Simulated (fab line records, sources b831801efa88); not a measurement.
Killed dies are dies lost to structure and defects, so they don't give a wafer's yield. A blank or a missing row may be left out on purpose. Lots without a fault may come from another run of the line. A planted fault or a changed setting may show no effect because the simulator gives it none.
fab line records | flow sky130
record lots=6 wafers=18 last_day=50
route steps=708 shown POLY_GATE@227 LDD_N@237 LDD_P@255 LDD_HVN@267 LDD_HVP@288 LDD_LDN@302 SD_P@331 RES_XHIGH@341
lots that met no fault: from a run of the same line without faults
start_h: hours from the record's first day to the start of the lot's first wafer shown | wait_h: hours since the lot's step before | " the same as in the row above | L1.1+2: a row that stands for several wafers | - no value, or no start given | * or withheld: withheld | < > ~ a bound
route shown NAME@n: a module of which the file shows steps, and the number in the route of the first | usual: mean/standard deviation of fault-free wafers | same: alike in all rows | chamber/n: place in a boat | sites: the reading at each site | _std_site: their standard deviation | _edge_site: outer sites' mean less inner sites' | radius_mm: how far each site lies from the wafer's centre | mask NAME#n: copy n | behind: the tool/chamber that last shaped the wafer | hold: why the lot was held/for how many hours/how that ended | device: the transistor (n, p or np) that didn't switch | end of line: the same wafers' tests at the end of the route | a step without rows: its recipe alone | killed: dies lost to structure and defects at the first sort, not the wafer's yield | map: a wafer's dies, x killed, . not, _ none there
set.NAME: the setting as run; set.NAME@STEP: as run at that earlier step | model.NAME: the simulator's own value behind a step, which no gauge read
lots at some steps of the route; a table a step, a row a wafer
services: from which hour (start_h, from the record's first day; less than 0 if before it) a tool's chamber was out of use, for how many hours, and why
## steps
# step SKY_POLY_GATE_CD_MEAS_13
# recipe target_cd_nm=150
# usual cd_nm=150.2/1.4
# columns lot.wafer tool chamber start_h wait_h cd_nm
L849.1 cd_sem-01 - 392.48 - 150.4
L849.2 " - " " 149.5
L849.5 " - " " 149.9
L851.1 cd_sem-01 - 404.88 - 146.9
L851.2 " - " " 148.5
L851.3 " - " " 148.4
L862.2 cd_sem-02 - 506.25 - 151.5
L862.3 " - " " 153.0
L862.5 " - " " 149.9
L863.1 cd_sem-01 - 511.88 - 148.4
L863.2 " - " " 149.6
L863.5 " - " " 148.6
L869.1 cd_sem-02 - 559.58 - 152.5
L869.3 " - " " 151.5
L869.4 " - " " 150.3
L870.1 cd_sem-02 - 569.68 - 150.2
L870.4 " - " " 149.0
L870.6 " - " " 149.0
# step SKY_POLY_GATE_OVL_MEAS_14
# usual POLY_GATE_OVL=1/5.9
# columns lot.wafer tool chamber start_h wait_h POLY_GATE_OVL[nm]
L849.1 overlay-02 - 392.60 0.1 7
L849.2 " - " " -2
L849.5 " - " " -2
L851.1 overlay-01 - 405.00 0.1 -1
L851.2 " - " " 1
L851.3 " - " " 4
L862.2 overlay-01 - 506.36 0.1 0
L862.3 " - " " 4
L862.5 " - " " -6
L863.1 overlay-01 - 512.00 0.1 7
L863.2 " - " " 7
L863.5 " - " " 11
L869.1 overlay-02 - 559.70 0.1 0
L869.3 " - " " 3
L869.4 " - " " 0
L870.1 overlay-02 - 569.80 0.1 -10
L870.4 " - " " -6
L870.6 " - " " 0
# step SKY_POLY_GATE_ETCH_15
# recipe chemistry=N2/H2 target=BARC ion_energy_ev=200 source_w=500 bias_w=100 pressure_mtorr=30 n2_flow_sccm=100 h2_flow_sccm=200 stop_on=SiO2 time_s=118.5 target_depth_a=1100
# usual drypump_motor_current_A=5.6/0.4 oes_product_au=0.717/0.0047 throttle_valve_pct=13.211/0.0093
# same time_s=118.5
# columns lot.wafer tool chamber start_h wait_h drypump_motor_current_A oes_product_au rf_hours_counter_h throttle_valve_pct
L849.1 rie_diel-04 0 392.64 0.0 5.8 0.720 9 13.207
L849.2 " 2 " " 5.0 0.716 5 13.213
L849.5 " 3 " " 5.3 0.718 - 13.225
L851.1 rie_diel-01 1 405.04 0.0 6.1 0.720 1 13.213
L851.2 " 2 " " 5.4 0.708 3 13.212
L851.3 " 0 " " 5.5 0.716 33 13.216
L862.2 rie_diel-01 3 506.39 0.0 6.0 0.713 3 13.201
L862.3 " 1 " " 6.1 0.720 3 13.218
L862.5 " 3 " " 6.0 0.715 - 13.204
L863.1 rie_diel-01 0 512.03 0.0 5.5 0.710 35 13.221
L863.2 " 1 " " 6.1 0.725 3 13.230
L863.5 " 3 " " 6.1 0.720 - 13.213
L869.1 rie_diel-03 1 559.73 0.0 6.0 0.719 27 13.203
L869.3 " 0 " " 5.3 0.724 13 13.202
L869.4 " 3 " " 6.4 0.720 47 13.228
L870.1 rie_diel-04 2 569.83 0.0 5.0 0.722 9 13.223
L870.4 " 1 " " 5.4 0.712 81 13.213
L870.6 " 3 " " 5.3 0.717 - 13.191
# step SKY_POLY_GATE_ETCH_16
# recipe stop_on=poly-Si chemistry=CH3F/O2 target=Si3N4 source_w=400 bias_w=80 pressure_mtorr=25 ch3f_flow_sccm=40 O2_flow_sccm=30 time_s=147.5 target_depth_a=750
# usual drypump_motor_current_A=5.6/0.4 oes_product_au=0.640/0.0051 throttle_valve_pct=10.535/0.0088
# same time_s=147.5
# columns lot.wafer tool chamber start_h wait_h drypump_motor_current_A oes_product_au rf_hours_counter_h throttle_valve_pct
L849.1 rie_diel-04 0 392.72 0.0 5.7 0.643 9 10.533
L849.2 " 2 " " 5.1 0.637 5 10.534
L849.5 " 3 " " 5.3 0.627 - 10.532
L851.1 rie_diel-01 1 405.12 0.0 6.1 0.630 1 10.529
L851.2 " 2 " " 5.4 0.649 3 10.531
L851.3 " 0 " " 5.5 0.629 33 10.542
L862.2 rie_diel-01 3 506.47 0.0 6.0 0.638 3 10.541
L862.3 " 1 " " 6.1 0.639 3 10.534
L862.5 " 3 " " 6.1 0.640 - 10.530
L863.1 rie_diel-01 0 512.12 0.0 5.5 0.634 35 10.536
L863.2 " 1 " " 6.1 0.629 3 10.538
L863.5 " 3 " " 6.0 0.639 - 10.542
L869.1 rie_diel-03 1 559.82 0.0 6.0 0.638 27 10.556
L869.3 " 0 " " 5.2 0.645 14 10.529
L869.4 " 3 " " 6.4 0.643 47 10.546
L870.1 rie_diel-04 2 569.92 0.0 5.0 0.644 9 10.526
L870.4 " 1 " " 5.4 0.647 81 10.540
L870.6 " 3 " " 5.3 0.635 - 10.536
# step SKY_POLY_GATE_ETCH_17
# recipe target_depth_nm=180 stop_on=SiO2 over_etch_frac=0.56667 chemistry=HBr/Cl2 target=poly-Si icp_w=400 bias_w=100 pressure_mtorr=10 HBr_flow_sccm=150 Cl2_flow_sccm=50 time_s=70.5
# usual drypump_motor_current_A=5.7/0.36 oes_product_au=0.984/0.0073 throttle_valve_pct=33.685/0.0097
# same time_s=70.5
# columns lot.wafer tool chamber start_h wait_h drypump_motor_current_A oes_product_au rf_hours_counter_h throttle_valve_pct
L849.1 rie_si-02 2 392.82 0.0 5.6 0.978 20 33.691
L849.2 " 0 " " 5.2 0.990 77 33.691
L849.5 " 3 " " 6.3 0.980 - 33.673
L851.1 rie_si-01 1 405.22 0.0 5.2 0.991 2 33.680
L851.2 " 3 " " 5.4 0.982 2 33.676
L851.3 " 0 " " 6.2 0.996 24 33.671
L862.2 rie_si-02 3 506.57 0.0 6.2 0.977 5 33.683
L862.3 " 2 " " 5.6 0.976 21 33.700
L862.5 " 1 " " 5.6 0.987 - 33.678
L863.1 rie_si-01 2 512.22 0.0 5.8 0.988 4 33.670
L863.2 " 1 " " 5.2 0.980 3 33.703
L863.5 " 2 " " 5.8 0.988 - 33.696
L869.1 rie_si-01 1 559.92 0.0 5.2 0.988 3 33.675
L869.3 " 3 " " 5.5 0.969 3 33.686
L869.4 " 0 " " 6.2 0.989 25 33.675
L870.1 rie_si-02 2 570.02 0.0 5.6 0.985 21 33.683
L870.4 " 0 " " 5.2 0.993 1 33.669
L870.6 " 3 " " 6.2 1.006 - 33.690
# step SKY_POLY_GATE_STRIP_18
# recipe chemistry=O2/N2 power_w=1400 pressure_mtorr=1500 platen_temp_c=withheld o2_flow_sccm=3000 n2_flow_sccm=300 overash_fraction=0.5
# usual drypump_motor_current_A=5.5/0.32 oes_product_au=0.360/0.0044 strip_time_to_endpoint_s=3.15/0.045
# columns lot.wafer tool chamber start_h wait_h drypump_motor_current_A oes_product_au rf_hours_counter_h strip_time_to_endpoint_s
L849.1 plasma_asher-03 0 392.87 0.0 5.5 0.364 23 3.16
L849.2 " 1 " " 5.6 0.357 23 3.10
L849.5 " 0 " " 5.5 0.356 - 3.19
L851.1 plasma_asher-04 0 405.27 0.0 5.6 0.364 69 3.14
L851.2 " 1 " " 5.1 0.358 69 3.12
L851.3 " 0 " " 5.6 0.360 - 3.09
L862.2 plasma_asher-03 0 506.62 0.0 5.5 0.364 33 3.22
L862.3 " 1 " " 5.6 0.363 - 3.16
L862.5 " 1 " " 5.6 0.365 - 3.24
L863.1 plasma_asher-04 0 512.27 0.0 5.6 0.358 81 3.12
L863.2 " 1 " " 5.1 0.361 81 3.11
L863.5 " 0 " " 5.6 0.364 - 3.17
L869.1 plasma_asher-01 1 559.97 0.0 5.9 0.365 12 3.21
L869.3 " 0 " " 6.2 0.358 - 3.11
L869.4 " 1 " " 5.9 0.360 - 3.12
L870.1 plasma_asher-04 0 570.07 0.0 5.6 0.356 87 3.20
L870.4 " 1 " " 5.2 0.363 - 3.09
L870.6 " 1 " " 5.1 0.360 - 3.17
# step SKY_POLY_GATE_CLEAN_19
# recipe chemistry=SC1/SC2 mix=1:4:20 temp_c=70 time_s=150 dry=n2_spin
# step SKY_POLY_GATE_OXIDATION_20
# recipe temp_c=850 ambient=O2 stabilise_s=600 purge_s=300 target_thk_a=40 ox_time_s=899
# step SKY_POLY_GATE_THK_MEAS_21
# recipe reads=SiO2_of_POLY_GATE_OXIDATION_20
# usual POLY_GATE_OXIDATION_THK=4.04/0.081
# columns lot.wafer tool chamber start_h wait_h POLY_GATE_OXIDATION_THK[nm]
L849.1 film_metro-02 - 395.06 0.0 4.00
L849.2 " - " " 4.07
L849.5 " - " " 4.16
L851.1 film_metro-04 - 408.92 0.0 3.82
L851.2 " - " " 3.94
L851.3 " - " " 3.92
L862.2 film_metro-04 - 508.03 0.0 3.99
L862.3 " - " " 4.01
L862.5 " - " " 4.03
L863.1 film_metro-03 - 513.68 0.0 4.12
L863.2 " - " " 4.05
L863.5 " - " " 4.16
L869.1 film_metro-03 - 561.42 0.0 3.99
L869.3 " - " " 4.03
L869.4 " - " " 4.00
L870.1 film_metro-02 - 571.47 0.0 4.17
L870.4 " - " " 4.22
L870.6 " - " " 4.22
# step SKY_POLY_GATE_CD_MEAS_22
# usual cd_nm=149/3.4
# columns lot.wafer tool chamber start_h wait_h cd_nm
L849.1 cd_sem-02 - 395.17 0.1 154
L849.2 " - " " 150
L849.5 " - " " 151
L851.1 cd_sem-01 - 409.01 0.1 145
L851.2 " - " " 149
L851.3 " - " " 145
L862.2 cd_sem-02 - 508.11 0.1 148
L862.3 " - " " 155
L862.5 " - " " 149
L863.1 cd_sem-02 - 513.74 0.1 146
L863.2 " - " " 150
L863.5 " - " " 143
L869.1 cd_sem-02 - 561.48 0.1 152
L869.3 " - " " 151
L869.4 " - " " 151
L870.1 cd_sem-02 - 571.53 0.1 150
L870.4 " - " " 149
L870.6 " - " " 145
# step SKY_LDD_N_DEHYDRATE_00
# recipe temp_c=200 time_s=60
# step SKY_LDD_N_HMDS_01
# recipe prime_time_s=60 prime_temp_c=120
# step SKY_LDD_N_COAT_02
# recipe resist=NOVOLAK spin_rpm=3000 resist_thk_nm=300
# usual chill_plate_temp_C=23.04/0.11 dispense_pressure_kPa=53.5/2.7
# columns lot.wafer tool chamber start_h wait_h chill_plate_temp_C dispense_pressure_kPa
L849.1 litho_track-02 0 409.84 0.1 22.90 50.2
L849.2 " 0 " " 22.99 50.2
L849.5 " 0 " " 22.91 50.2
L851.1 litho_track-01 0 424.18 0.1 23.15 56.5
L851.2 " 0 " " 23.06 56.5
L851.3 " 0 " " 23.12 56.5
L862.2 litho_track-02 - 523.16 0.1 - -
L862.3 " - " " - -
L862.5 " - " " - -
L863.1 litho_track-02 - 528.44 0.1 - -
L863.2 " - " " - -
L863.5 " - " " - -
L869.1 litho_track-04 0 576.05 0.1 22.81 54.3
L869.3 " 0 " " 23.13 54.3
L869.4 " 0 " " 22.87 54.3
L870.1 litho_track-02 0 586.09 0.1 23.16 50.1
L870.4 " 0 " " 23.05 50.1
L870.6 " 0 " " 23.20 50.0
# step SKY_LDD_N_SOFTBAKE_03
# recipe temp_c=90 time_s=60 resist=NOVOLAK
# step SKY_LDD_N_EXPOSE_04
# recipe mask_id=NTM target_cd_nm=840 na=0.6 source_shape=conventional sigma_outer=0.6 dose_mj=110
# step SKY_LDD_N_PEB_05
# recipe temp_c=withheld time_s=* resist=NOVOLAK
# step SKY_LDD_N_DEVELOP_06
# recipe develop_time_s=60 dev_temp_c=23
# step SKY_LDD_N_OVL_MEAS_07
# usual LDD_N_OVL=-0.2/1.4
# columns lot.wafer tool chamber start_h wait_h LDD_N_OVL[nm]
L849.1 overlay-02 - 424.95 0.1 1.4
L849.2 " - " " 2.9
L849.5 " - " " 1.0
L851.1 overlay-01 - 439.18 0.1 -1.0
L851.2 " - " " 0.7
L851.3 " - " " -0.7
L862.2 overlay-01 - 538.55 0.1 -
L862.3 " - " " -
L862.5 " - " " -
L863.1 overlay-01 - 543.64 0.1 -
L863.2 " - " " -
L863.5 " - " " -
L869.1 overlay-01 - 591.05 0.1 0.7
L869.3 " - " " 1.1
L869.4 " - " " 2.2
L870.1 overlay-01 - 600.44 0.1 -0.5
L870.4 " - " " -1.5
L870.6 " - " " 0.8
# step SKY_LDD_N_IMPLANT_08
# recipe species=As energy_kev=20 dose_cm2=7.5e+13 tilt_deg=withheld rotation_deg=23
# step SKY_LDD_N_IMPLANT_09
# recipe species=As energy_kev=19.73 dose_cm2=7.5e+13 tilt_deg=withheld rotation_deg=113
# step SKY_LDD_N_IMPLANT_10
# recipe species=As energy_kev=20 dose_cm2=7.5e+13 tilt_deg=withheld rotation_deg=203
# step SKY_LDD_N_IMPLANT_11
# recipe species=As energy_kev=20 dose_cm2=7.5e+13 tilt_deg=withheld rotation_deg=293
# step SKY_LDD_N_IMPLANT_12
# recipe species=BF2 energy_kev=50 dose_cm2=5e+12 tilt_deg=30 rotation_deg=0
# step SKY_LDD_N_IMPLANT_13
# recipe species=BF2 energy_kev=50 dose_cm2=5e+12 tilt_deg=30 rotation_deg=90
# step SKY_LDD_N_IMPLANT_14
# recipe species=BF2 energy_kev=50 dose_cm2=5e+12 tilt_deg=30 rotation_deg=180
# step SKY_LDD_N_IMPLANT_15
# recipe species=BF2 energy_kev=50 dose_cm2=5e+12 tilt_deg=30 rotation_deg=270
# step SKY_LDD_N_STRIP_16
# recipe chemistry=O2/N2 power_w=1400 pressure_mtorr=1500 platen_temp_c=withheld o2_flow_sccm=3000 n2_flow_sccm=300 overash_fraction=0.5
# usual drypump_motor_current_A=5.85/0.27 oes_product_au=0.407/0.0043 strip_time_to_endpoint_s=4.316/0.016
# columns lot.wafer tool chamber start_h wait_h drypump_motor_current_A oes_product_au rf_hours_counter_h strip_time_to_endpoint_s
L849.1 plasma_asher-03 0 426.19 0.1 5.52 0.402 27 4.330
L849.2 " 1 " " 5.57 0.407 27 4.322
L849.5 " 1 " " 5.59 0.409 - 4.316
L851.1 plasma_asher-01 0 440.42 0.1 6.24 0.413 1 4.316
L851.2 " 1 " " 5.90 0.402 1 4.336
L851.3 " 1 " " 5.91 0.405 - 4.303
L862.2 plasma_asher-01 0 539.78 0.1 6.24 - 10 -
L862.3 " 1 " " 5.89 - - -
L862.5 " 1 " " 5.88 - - -
L863.1 plasma_asher-03 0 544.88 0.1 5.45 - 37 -
L863.2 " 1 " " 5.58 - 37 -
L863.5 " 1 " " 5.58 - - -
L869.1 plasma_asher-01 1 592.29 0.1 5.88 0.409 15 4.306
L869.3 " 1 " " 5.90 0.413 - 4.310
L869.4 " 0 " " 6.25 0.405 - 4.316
L870.1 plasma_asher-01 1 601.68 0.1 5.87 0.413 16 4.297
L870.4 " 1 " " 5.86 0.408 - 4.315
L870.6 " 0 " " 6.27 0.403 - 4.307
# step SKY_LDD_N_TW_MEAS_17
# usual LDD_N_TW=2582/12
# columns lot.wafer tool chamber start_h wait_h LDD_N_TW
L849.1 film_metro-01 - 426.29 0.1 2573
L849.2 " - " " 2562
L849.5 " - " " 2564
L851.1 film_metro-04 - 440.52 0.1 2595
L851.2 " - " " 2577
L851.3 " - " " 2579
L862.2 film_metro-01 - 539.89 0.1 2586
L862.3 " - " " 2583
L862.5 " - " " 2584
L863.1 film_metro-01 - 544.98 0.1 2586
L863.2 " - " " 2579
L863.5 " - " " 2582
L869.1 film_metro-03 - 592.39 0.1 2565
L869.3 " - " " 2579
L869.4 " - " " 2587
L870.1 film_metro-04 - 601.78 0.1 2579
L870.4 " - " " 2583
L870.6 " - " " 2586
# step SKY_LDD_P_DEHYDRATE_00
# recipe temp_c=200 time_s=60
# step SKY_LDD_P_HMDS_01
# recipe prime_time_s=60 prime_temp_c=120
# step SKY_LDD_P_COAT_02
# recipe resist=NOVOLAK spin_rpm=3000 resist_thk_nm=1140
# step SKY_LDD_P_SOFTBAKE_03
# recipe temp_c=90 time_s=60 resist=NOVOLAK
# step SKY_LDD_P_EXPOSE_04
# recipe mask_id=PSDM na=0.6 source_shape=conventional sigma_outer=0.6 polarization=unpolarized target_cd_nm=380 dose_mj=138
# step SKY_LDD_P_PEB_05
# recipe temp_c=withheld time_s=* resist=NOVOLAK
# step SKY_LDD_P_DEVELOP_06
# recipe resist=NOVOLAK developer=TMAH develop_time_s=60 dev_temp_c=21.99
# step SKY_LDD_P_CD_MEAS_07
# recipe target_cd_nm=380
# usual cd_nm=379.9/2.4
# columns lot.wafer tool chamber start_h wait_h cd_nm
L849.1 cd_sem-02 - 457.14 0.1 374.4
L849.2 " - " " 375.4
L849.5 " - " " 376.1
L851.1 cd_sem-01 - 470.89 0.1 376.8
L851.2 " - " " 377.3
L851.3 " - " " 377.9
L862.2 cd_sem-01 - 570.17 0.1 377.7
L862.3 " - " " 378.9
L862.5 " - " " 377.5
L863.1 cd_sem-02 - 574.98 0.1 383.9
L863.2 " - " " 383.3
L863.5 " - " " 381.8
L869.1 cd_sem-01 - 620.95 0.1 381.0
L869.3 " - " " 376.8
L869.4 " - " " 378.8
L870.1 cd_sem-02 - 630.89 0.1 385.6
L870.4 " - " " 383.8
L870.6 " - " " 382.7
# step SKY_LDD_P_OVL_MEAS_08
# usual LDD_P_OVL=-0.3/1.2
# columns lot.wafer tool chamber start_h wait_h LDD_P_OVL[nm]
L849.1 overlay-01 - 457.26 0.1 -0.4
L849.2 " - " " -0.7
L849.5 " - " " 1.3
L851.1 overlay-02 - 471.01 0.1 1.0
L851.2 " - " " 1.2
L851.3 " - " " 0.3
L862.2 overlay-02 - 570.28 0.1 0.8
L862.3 " - " " -0.5
L862.5 " - " " 2.0
L863.1 overlay-01 - 575.10 0.1 -0.3
L863.2 " - " " -0.8
L863.5 " - " " -1.9
L869.1 overlay-02 - 621.07 0.1 0.1
L869.3 " - " " -1.2
L869.4 " - " " -0.7
L870.1 overlay-02 - 631.01 0.1 0.9
L870.4 " - " " 1.0
L870.6 " - " " 0.8
# step SKY_LDD_P_IMPLANT_09
# recipe species=BF2 energy_kev=25 dose_cm2=1e+13 tilt_deg=withheld
# step SKY_LDD_P_STRIP_10
# recipe chemistry=O2/N2 power_w=1400 pressure_mtorr=1500 platen_temp_c=withheld o2_flow_sccm=3000 n2_flow_sccm=300 overash_fraction=0.5
# step SKY_LDD_P_TW_MEAS_11
# usual LDD_P_TW=635/4
# columns lot.wafer tool chamber start_h wait_h LDD_P_TW
L849.1 film_metro-01 - 457.66 0.1 638
L849.2 " - " " 636
L849.5 " - " " 637
L851.1 film_metro-03 - 471.30 0.1 636
L851.2 " - " " 639
L851.3 " - " " 636
L862.2 film_metro-02 - 570.57 0.1 2565
L862.3 " - " " 2558
L862.5 " - " " 2562
L863.1 film_metro-01 - 575.38 0.1 2589
L863.2 " - " " 2580
L863.5 " - " " 2596
L869.1 film_metro-01 - 621.36 0.1 639
L869.3 " - " " 638
L869.4 " - " " 639
L870.1 film_metro-02 - 631.30 0.1 628
L870.4 " - " " 629
L870.6 " - " " 631
# step SKY_LDD_HVN_DEHYDRATE_00
# recipe temp_c=200 time_s=60
# step SKY_LDD_HVN_HMDS_01
# recipe prime_time_s=60 prime_temp_c=120
# step SKY_LDD_HVN_TW_MEAS_10
# usual LDD_HVN_TW=1435/6.5
# columns lot.wafer tool chamber start_h wait_h LDD_HVN_TW
L849.1 film_metro-03 - 488.09 0.1 1432
L849.2 " - " " 1433
L849.5 " - " " 1431
L851.1 film_metro-02 - 501.99 0.1 1430
L851.2 " - " " 1434
L851.3 " - " " 1429
L862.2 film_metro-03 - 599.48 0.1 2681
L862.3 " - " " 2682
L862.5 " - " " 2697
L863.1 film_metro-02 - 604.32 0.1 2688
L863.2 " - " " 2693
L863.5 " - " " 2687
L869.1 film_metro-03 - 651.02 0.1 1437
L869.3 " - " " 1439
L869.4 " - " " 1444
L870.1 film_metro-03 - 660.32 0.1 1439
L870.4 " - " " 1447
L870.6 " - " " 1440
# step SKY_LDD_HVP_TW_MEAS_10
# usual LDD_HVP_TW=458/3.4
# columns lot.wafer tool chamber start_h wait_h LDD_HVP_TW
L849.1 film_metro-04 - 519.22 0.1 461
L849.2 " - " " 456
L849.5 " - " " 460
L851.1 film_metro-01 - 532.91 0.1 459
L851.2 " - " " 458
L851.3 " - " " 456
L862.2 film_metro-04 - 628.88 0.1 2595
L862.3 " - " " 2591
L862.5 " - " " 2593
L863.1 film_metro-01 - 634.06 0.1 2614
L863.2 " - " " 2624
L863.5 " - " " 2623
L869.1 film_metro-02 - 679.53 0.1 450
L869.3 " - " " 452
L869.4 " - " " 449
L870.1 film_metro-04 - 688.01 0.1 454
L870.4 " - " " 456
L870.6 " - " " 456
# step SKY_LDD_LDN_TW_MEAS_13
# usual LDD_LDN_TW=1484/6.6
# columns lot.wafer tool chamber start_h wait_h LDD_LDN_TW
L849.1 film_metro-03 - 549.82 0.1 1495
L849.2 " - " " 1485
L849.5 " - " " 1492
L851.1 film_metro-03 - 564.03 0.1 1485
L851.2 " - " " 1484
L851.3 " - " " 1484
L862.2 film_metro-01 - 658.59 0.1 2640
L862.3 " - " " 2655
L862.5 " - " " 2653
L863.1 film_metro-04 - 663.43 0.1 2643
L863.2 " - " " 2637
L863.5 " - " " 2647
L869.1 film_metro-01 - 707.92 0.1 1493
L869.3 " - " " 1486
L869.4 " - " " 1487
L870.1 film_metro-01 - 717.27 0.1 1486
L870.4 " - " " 1490
L870.6 " - " " 1487
# step SKY_SD_P_TW_MEAS_11
# usual SD_P_TW=2816/18
# columns lot.wafer tool chamber start_h wait_h SD_P_TW
L849.1 film_metro-04 - 612.34 0.1 2831
L849.2 " - " " 2836
L849.5 " - " " 2835
L851.1 film_metro-04 - 624.79 0.1 2809
L851.2 " - " " 2812
L851.3 " - " " 2832
L862.2 film_metro-04 - 717.07 0.1 3035
L862.3 " - " " 3034
L862.5 " - " " 3035
L863.1 film_metro-03 - 720.89 0.1 3019
L863.2 " - " " 3043
L863.5 " - " " 3028
L869.1 film_metro-02 - 774.56 0.1 2817
L869.3 " - " " 2813
L869.4 " - " " 2807
L870.1 film_metro-04 - 774.64 0.1 2796
L870.4 " - " " 2792
L870.6 " - " " 2775
# step SKY_RES_XHIGH_TW_MEAS_09
# usual RES_XHIGH_TW=1631/11
# columns lot.wafer tool chamber start_h wait_h RES_XHIGH_TW
L849.1 film_metro-04 - 641.23 0.1 1638
L849.2 " - " " 1641
L849.5 " - " " 1650
L851.1 film_metro-04 - 653.98 0.1 1654
L851.2 " - " " 1644
L851.3 " - " " 1639
L862.2 film_metro-04 - 744.44 0.1 2657
L862.3 " - " " 2650
L862.5 " - " " 2654
L863.1 film_metro-02 - 748.74 0.1 2650
L863.2 " - " " 2646
L863.5 " - " " 2664
L869.1 film_metro-02 - 801.18 0.1 1627
L869.3 " - " " 1622
L869.4 " - " " 1623
L870.1 film_metro-03 - 801.44 0.1 1626
L870.4 " - " " 1634
L870.6 " - " " 1634
## services
# columns tool chamber start_h hours kind
rie_diel-03 - 386.31 14.6 pm
plasma_asher-01 - 391.11 0.7 repair
rie_diel-04 1 393.59 3.8 repair
rie_diel-01 3 401.60 37.0 repair
rie_si-02 - 414.04 0.9 repair
rie_si-02 2 414.58 4.8 repair
plasma_asher-01 - 421.25 9.0 pm
rie_si-01 3 425.25 2.4 repair
rie_diel-03 - 426.80 2.6 repair
plasma_asher-03 - 450.99 2.9 repair
plasma_asher-01 - 462.37 11.4 repair
plasma_asher-03 - 468.00 18.4 pm
rie_si-02 - 477.26 0.2 repair
rie_diel-01 2 486.50 26.6 repair
rie_diel-04 - 489.53 0.3 repair
rie_diel-03 - 500.92 2.3 repair
rie_diel-03 0 513.05 8.7 repair
rie_si-01 3 516.49 3.1 repair
rie_diel-03 1 529.59 4.1 repair
rie_diel-01 3 544.69 2.2 repair
rie_si-02 0 550.41 4.5 repair
rie_si-01 0 572.52 7.2 repair
rie_si-02 1 586.09 3.0 repair
rie_diel-01 3 601.57 63.4 repair
## key
first_sign step=SKY_LDD_N_COAT_02 reading=tool_record direction=missing
effect step=SKY_LDD_N_OVL_MEAS_07 reading=LDD_N_OVL direction=missing
effect step=SKY_LDD_P_TW_MEAS_11 reading=LDD_P_TW direction=up sigmas=99+ usual=635 struck=2575
effect step=SKY_LDD_HVN_TW_MEAS_10 reading=LDD_HVN_TW direction=up sigmas=99+ usual=1435 struck=2688
effect step=SKY_LDD_HVP_TW_MEAS_10 reading=LDD_HVP_TW direction=up sigmas=99+ usual=458 struck=2607
effect step=SKY_LDD_LDN_TW_MEAS_13 reading=LDD_LDN_TW direction=up sigmas=99+ usual=1484 struck=2646
effect step=SKY_SD_P_TW_MEAS_11 reading=SD_P_TW direction=up sigmas=12 usual=2816 struck=3032
effect step=SKY_RES_XHIGH_TW_MEAS_09 reading=RES_XHIGH_TW direction=up sigmas=90 usual=1631 struck=2654
met_at SKY_LDD_N_COAT_02
struck_wafers L862.2,L862.3,L862.5,L863.1,L863.2,L863.5
sort_left_out L862.2,L862.3,L862.5,L863.1,L863.2,L863.5
tester_left_out L862,L863
onset_between 409.84 523.16
fault kind=skipped_step_whole tool=litho_track-02 chamber=- onset_h=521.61 steps=SKY_LDD_N_COAT_02 scope=struck_lots_only
# tester_left_out: of these lots the tester's yield and bins aren't shown, on N5 and GAA mostly nor the transistor test; their killed dies are dies lost to structure and defects alone, not to doping, threshold or leakage, so they don't give the yield
# sort_left_out: the simulated sort isn't trusted on such a fault, so these wafers' sort isn't shown, and their yield isn't known
